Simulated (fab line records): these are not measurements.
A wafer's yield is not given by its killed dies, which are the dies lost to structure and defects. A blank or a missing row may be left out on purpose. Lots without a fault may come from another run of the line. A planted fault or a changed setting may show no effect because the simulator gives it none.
8D (eight disciplines) problem report, filled in by code :: flow gf180mcu :: the parts of the form that need people (team, actions taken, sign-off) are left out

== 1. WHAT WENT WRONG ==
Across 6 wafers from 2 lots, VT_IMPLANT_4_TW at GF_VT_IMPLANT_TW_MEAS_43 averages 548, while fault-free wafers read 687 with a standard deviation of 3.5. Relative to the usual mean, that is a shift of -40 standard deviations.
Earliest sighting: wafer L462.2 on filmMetro-04 at day 12 14:16. The record has a number at this step for 42 wafers belonging to 14 lots. Rule for "out", or "out of limits": more than 4 standard deviations from the usual mean. Any other wafer with a number is counted as sound.

== 2. WHAT IT IS AND WHAT IT IS NOT ==
question: which readings at this step
is: VT_IMPLANT_4_TW
is not: -

question: which lots
is: L462, L463
is not: L444, L445, L447, L450, L451, L452, L453, L454, L456, L457, L466, L467

question: which wafers of those lots
is: all that have a number
is not: -

question: read on which gauges
is: filmMetro-04
is not: filmMetro-01, filmMetro-03

question: when
is: from day 12 14:16
is not: up to then (30 sound wafers); but 6 sound wafers of L466, L467 came after

== 3. THE SUSPECTS, EACH WITH WHAT RULES IT OUT ==
Counting: a tool at any process step up to the reading remains a suspect when it ran all the lots that are out and ran no sound lot after the first of those.
- the gauge at GF_VT_IMPLANT_TW_MEAS_43 is ruled out. All the wafers that are out were read on filmMetro-04, but those of them that GF_VT_IMPLANT_IMPLANT_41 has rows for are out there too, on other tools.
- implanter-03 at GF_VT_IMPLANT_IMPLANT_41: kept. It processed each lot that is out, first L462 at day 12 14:02, and no sound lot thereafter; up to then, the last sound lot it processed was L456 at day 10 20:21. On those wafers its own readings are out: doseIonsCm2, faradayCurrentUA.
After counting, what remains is implanter-03 at GF_VT_IMPLANT_IMPLANT_41.

== 4. THE CAUSE (what the simulator had put in) ==
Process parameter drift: implanter-03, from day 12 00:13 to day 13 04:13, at GF_VT_IMPLANT_IMPLANT_41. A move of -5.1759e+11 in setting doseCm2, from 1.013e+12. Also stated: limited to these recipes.
After counting, this tool was the only one left.

== 5. THE CHAIN OF EFFECTS, in route order ==
Rows list readings where the struck wafers' mean (over those with a number) sits beyond 3 standard deviations from the usual. Only readings whose record carries a usual standard deviation are examined. hours: median over the lots of the time between each lot's start at the first step of this table that gives one and its start at this step. sigmas: the change, counted in usual standard deviations.
hours: 0
step: GF_VT_IMPLANT_IMPLANT_41
reading: doseIonsCm2
usual: 1.0131e+12
on struck wafers: 4.9512e+11
change: -5.1798e+11
sigmas: -99 or more

hours: 0
step: GF_VT_IMPLANT_IMPLANT_41
reading: faradayCurrentUA
usual: 5.71
on struck wafers: 2.79
change: -2.92
sigmas: -26

hours: 0
step: GF_VT_IMPLANT_TW_MEAS_43
reading: VT_IMPLANT_4_TW
usual: 687
on struck wafers: 548
change: -139
sigmas: -40
Here are the process steps it includes:
- GF_VT_IMPLANT_IMPLANT_41
At these later measuring or inspecting steps, every struck wafer for which the step has a row has a number for every such reading, and none has moved that far: GF_M1_OVL_MEAS_15.

== 6. HOW IT WOULD HAVE BEEN CAUGHT EARLIER ==
Counted from the fault's start at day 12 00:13, it took 14 hours until the first out-of-limits reading at a measuring or inspecting step in this record, taken at day 12 14:16.
The tool's own readings at GF_VT_IMPLANT_IMPLANT_41 were out on every struck wafer that the step has a row for (doseIonsCm2, faradayCurrentUA): an alarm limit on them would have fired on the first of those.
Among the 2 lots that are out, L463 began GF_VT_IMPLANT_IMPLANT_41 on implanter-03 after day 12 14:16. Had the tool been put on hold then, it would have been spared.
